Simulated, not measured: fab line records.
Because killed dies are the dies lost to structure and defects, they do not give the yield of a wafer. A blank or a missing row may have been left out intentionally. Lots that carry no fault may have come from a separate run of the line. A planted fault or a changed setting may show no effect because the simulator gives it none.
Which tool did it? -- flow gf180mcu -- 13 lots with 39 wafers sampled at 6 steps, on a route of 602 steps

WHAT THE GAUGES READ, wafer by wafer
GF_SALICIDE_RS_MEAS_04: the measuring method here is four-point-probe. Usual: SALICIDE_TIN_RS 16.38 ohm/sq, standard deviation 0.28.
lot,measured,on,SALICIDE_TIN_RS (ohm/sq),flag
L147,day 14 20:14,filmMetro-04,16.75 16.95 16.68,
L149,day 15 22:58,filmMetro-04,16.49 16.32 16.41,
L151,day 16 16:11,filmMetro-04,16.70 16.77 16.68,
L152,day 17 03:53,filmMetro-02,16.39 16.22 16.44,
L154,day 18 02:09,filmMetro-03,16.63 16.55 16.67,
L157,day 18 16:01,filmMetro-03,16.83 16.52 16.79,
L158,day 19 02:03,filmMetro-04,16.09 16.09 16.66,
L160,day 19 22:25,filmMetro-02,16.28 15.95 16.10,
L161,day 20 04:41,filmMetro-04,15.96 16.30 15.95,
L162,day 20 14:46,filmMetro-04,16.07 15.94 16.05,
L163,day 21 01:51,filmMetro-04,16.32 16.01 16.59,
L169,day 22 22:20,filmMetro-03,16.02 16.24 16.33,
L170,day 23 01:22,filmMetro-02,16.49 16.54 16.36,

GF_CONTACT_RS_MEAS_25: the measuring method here is four-point-probe. Usual: CONTACT_W_RS 0.384 ohm/sq, standard deviation 0.0037.
lot,measured,on,CONTACT_W_RS (ohm/sq),flag
L147,day 15 19:05,filmMetro-03,0.384 0.380 0.385,
L149,day 16 23:28,filmMetro-03,0.387 0.387 0.383,
L151,day 17 16:55,filmMetro-02,0.384 0.382 0.384,
L152,day 18 04:44,filmMetro-01,0.388 0.383 0.382,
L154,day 19 03:40,filmMetro-02,0.390 0.387 0.389,
L157,day 19 19:13,filmMetro-01,0.380 0.379 0.376,
L158,day 20 04:22,filmMetro-01,0.388 0.388 0.388,
L160,day 21 00:49,filmMetro-02,0.355 0.358 0.355,OFF
L161,day 21 06:29,filmMetro-02,0.354 0.358 0.354,OFF
L162,day 21 16:04,filmMetro-02,0.350 0.352 0.351,OFF
L163,day 22 03:21,filmMetro-03,0.382 0.382 0.380,
L169,day 23 23:56,filmMetro-02,0.378 0.376 0.382,
L170,day 24 02:16,filmMetro-03,0.382 0.390 0.382,

GF_CONTACT_THK_MEAS_26: measures by xrf. Usual: CONTACT_W_THK 307 nm, standard deviation 4.3.
lot,measured,on,CONTACT_W_THK (nm),flag
L147,day 15 19:12,filmMetro-03,307 313 307,
L149,day 16 23:34,filmMetro-03,303 305 310,
L151,day 17 17:02,filmMetro-02,308 308 307,
L152,day 18 04:50,filmMetro-01,302 305 307,
L154,day 19 03:47,filmMetro-02,304 306 305,
L157,day 19 19:20,filmMetro-01,309 310 312,
L158,day 20 04:29,filmMetro-01,301 298 299,
L160,day 21 00:55,filmMetro-02,335 331 333,OFF
L161,day 21 06:36,filmMetro-02,333 331 335,OFF
L162,day 21 16:11,filmMetro-02,337 335 338,OFF
L163,day 22 03:27,filmMetro-03,309 312 312,
L169,day 24 00:04,filmMetro-02,312 314 309,
L170,day 24 02:23,filmMetro-03,312 306 312,

GF_M1_RS_MEAS_05: the measuring method here is four-point-probe. Usual: M1_ALCU_RS 0.0692 ohm/sq, standard deviation 0.00074.
lot,measured,on,M1_ALCU_RS (ohm/sq),flag
L147,day 15 19:47,filmMetro-04,0.0696 0.0688 0.0680,
L149,day 17 00:10,filmMetro-01,0.0689 0.0680 0.0684,
L151,day 17 17:38,filmMetro-04,0.0696 0.0683 0.0697,
L152,day 18 05:27,filmMetro-01,0.0705 0.0699 0.0695,
L154,day 19 04:29,filmMetro-01,0.0687 0.0686 0.0688,
L157,day 19 19:55,filmMetro-04,0.0684 0.0689 0.0682,
L158,day 20 05:04,filmMetro-01,0.0701 0.0706 0.0691,
L160,day 21 01:31,filmMetro-04,0.0692 0.0697 0.0697,
L161,day 21 07:11,filmMetro-04,0.0690 0.0686 0.0686,
L162,day 21 16:46,filmMetro-03,0.0695 0.0691 0.0701,
L163,day 22 04:03,filmMetro-04,0.0684 0.0688 0.0678,
L169,day 24 00:38,filmMetro-03,0.0695 0.0681 0.0693,
L170,day 24 02:58,filmMetro-03,0.0691 0.0696 0.0686,

WHAT TOOL EACH LOT RAN ON (gives the tool, then ch and the chambers of the sampled wafers, and finally the start)
lot,GF_CONTACT_SPUTTER_23,GF_CONTACT_CVD_24
L147,"pvdSputter-02, day 15 18:56","cvdW-02 ch 0,1, day 15 18:58"
L149,"pvdSputter-04, day 16 23:17","cvdW-01 ch 0,1, day 16 23:21"
L151,"pvdSputter-04, day 17 16:46","cvdW-01 ch 0,1, day 17 16:48"
L152,"pvdSputter-02, day 18 04:28","cvdW-02 ch 0, day 18 04:34"
L154,"pvdSputter-04, day 19 03:32","cvdW-01 ch 0,1, day 19 03:34"
L157,"pvdSputter-02, day 19 19:05","cvdW-02 ch 0,1, day 19 19:07"
L158,"pvdSputter-01, day 20 04:14","cvdW-01 ch 0,1, day 20 04:16"
L160,"pvdSputter-02, day 21 00:38","cvdW-01 ch 0,1, day 21 00:43"
L161,"pvdSputter-02, day 21 06:20","cvdW-01 ch 0, day 21 06:23"
L162,"pvdSputter-04, day 21 15:55","cvdW-01 ch 0, day 21 15:58"
L163,"pvdSputter-02, day 22 03:10","cvdW-02 ch 0,1, day 22 03:14"
L169,"pvdSputter-02, day 23 23:48","cvdW-02 ch 0,1, day 23 23:50"
L170,"pvdSputter-01, day 24 02:07","cvdW-02 ch 0,1, day 24 02:09"
- GF_CONTACT_SPUTTER_23: material TiN, target thk 10 nm, time 40 s.
- GF_CONTACT_CVD_24: deposits W, target thk 300 nm, time 90.339 s.

AS READ BY THE TOOLS THEMSELVES (means over the sampled wafers that have a number; for cases with no such wafer, the mark the record gives instead)
GF_CONTACT_SPUTTER_23. Usual: throttleValvePct 29.4 %, standard deviation 0.84.
lot,tool,throttleValvePct (%),flag
L147,pvdSputter-02,29.4,
L149,pvdSputter-04,29.3,
L151,pvdSputter-04,29.1,
L152,pvdSputter-02,30.0,
L154,pvdSputter-04,29.5,
L157,pvdSputter-02,28.9,
L158,pvdSputter-01,29.4,
L160,pvdSputter-02,29.7,
L161,pvdSputter-02,30.1,
L162,pvdSputter-04,29.6,
L163,pvdSputter-02,30.1,
L169,pvdSputter-02,29.5,
L170,pvdSputter-01,29.5,

GF_CONTACT_CVD_24. Usual: heaterPowerW 799 W, standard deviation 100.
lot,tool,heaterPowerW (W),flag
L147,cvdW-02,812,
L149,cvdW-01,847,
L151,cvdW-01,847,
L152,cvdW-02,815,
L154,cvdW-01,847,
L157,cvdW-02,791,
L158,cvdW-01,741,
L160,cvdW-01,854,
L161,cvdW-01,939,
L162,cvdW-01,940,
L163,cvdW-02,784,
L169,cvdW-02,781,
L170,cvdW-02,784,

THE ANSWER, worked out from the rows above alone
Rule: a lot counts as off when the mean over its wafers that have a number is more than 3 standard deviations away from the usual mean. Also off: a lot with no number at a reading for which 4 or more lots have one. Any other lot the step has rows for is counted as sound. After the gauges, taken in route order, come the tools' own readings; for these a lot's mean is taken, as printed above. The first step at which some lot is off is used, and at that step the reading that is off furthest; a lot without a number counts as furthest.
Off: L160, L161, L162, at GF_CONTACT_RS_MEAS_25 (CONTACT_W_RS).
If a tool, at a process step before that reading, ran all the lots that are off and no sound lot after the first of them, it fits. Those tools and the gauges at GF_CONTACT_RS_MEAS_25 are tried in the same way. One candidate fits, namely cvdW-01 at GF_CONTACT_CVD_24. A fault onset in the window from L158 (day 20 04:16, its last sound lot) to L160 (day 21 00:43, its first lot off) fits.

WHAT HAD BEEN PUT IN BY THE SIMULATOR
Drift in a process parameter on cvdW-01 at GF_CONTACT_CVD_24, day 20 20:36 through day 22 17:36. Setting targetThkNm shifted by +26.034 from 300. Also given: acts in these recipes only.
Shown lots that were struck: L160, L161, L162. The rule given above showed the same thing.
